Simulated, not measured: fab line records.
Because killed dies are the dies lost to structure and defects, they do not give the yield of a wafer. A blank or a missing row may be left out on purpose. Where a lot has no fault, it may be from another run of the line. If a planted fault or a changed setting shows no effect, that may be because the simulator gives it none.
Matching of chambers	flow sky130	pecvd-04 running SKY_CONTACT_CVD_00: 3 sister chambers
The step deposits Si3N4, target thk 75 nm. 14 wafers are shown with their chamber, then 7 later ones without.

WAFERS PAIRED WITH THEIR CHAMBERS
wafer	chamber	heater-power-w (W)
L168.1	1	620
L168.5	0	762
L168.6	1	617
L169.3	1	656
L169.4	0	881
L169.5	1	674
L172.3	2	749
L172.4	1	747
L172.6	2	762
L180.2	1	584
L180.3	2	864
L180.6	0	933
L182.3	0	784
L182.4	0	792

SIGNATURES (means of the wafers above)
reading	chamber 0	chamber 1	chamber 2	scatter within a chamber
heater-power-w	830.40	649.67	791.67	64.4
Rule: a wafer's distance from a chamber is the root of the sum, over the readings, of the square of ((its reading less the chamber's mean) divided by the reading's scatter). If the next closest chamber is less than 2 further off than the closest, the wafer can't be placed; otherwise it belongs to the closest. The scatter: take each reading less its chamber's mean, square it, sum over the shown wafers, divide by the number of wafers less the number of chambers, and take the root.

WAFERS WITHOUT THEIR CHAMBER
wafer	heater-power-w (W)
L182.5	696
L184.3	648
L184.5	659
L184.6	745
L186.2	868
L186.3	808
L186.4	633

WHICH CHAMBER EACH WENT THROUGH
wafer	from the rows above	in truth
L182.5	can't be placed: 1 or 2 or 0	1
L184.3	1	1
L184.5	can't be placed: 1 or 2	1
L184.6	can't be placed: 2 or 0 or 1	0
L186.2	can't be placed: 0 or 2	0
L186.3	can't be placed: 2 or 0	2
L186.4	1	1
Placed correctly: 2 of 7. Unplaceable from these rows: 5, with the true chamber sitting among the candidates in 5. Placed wrongly: 0.
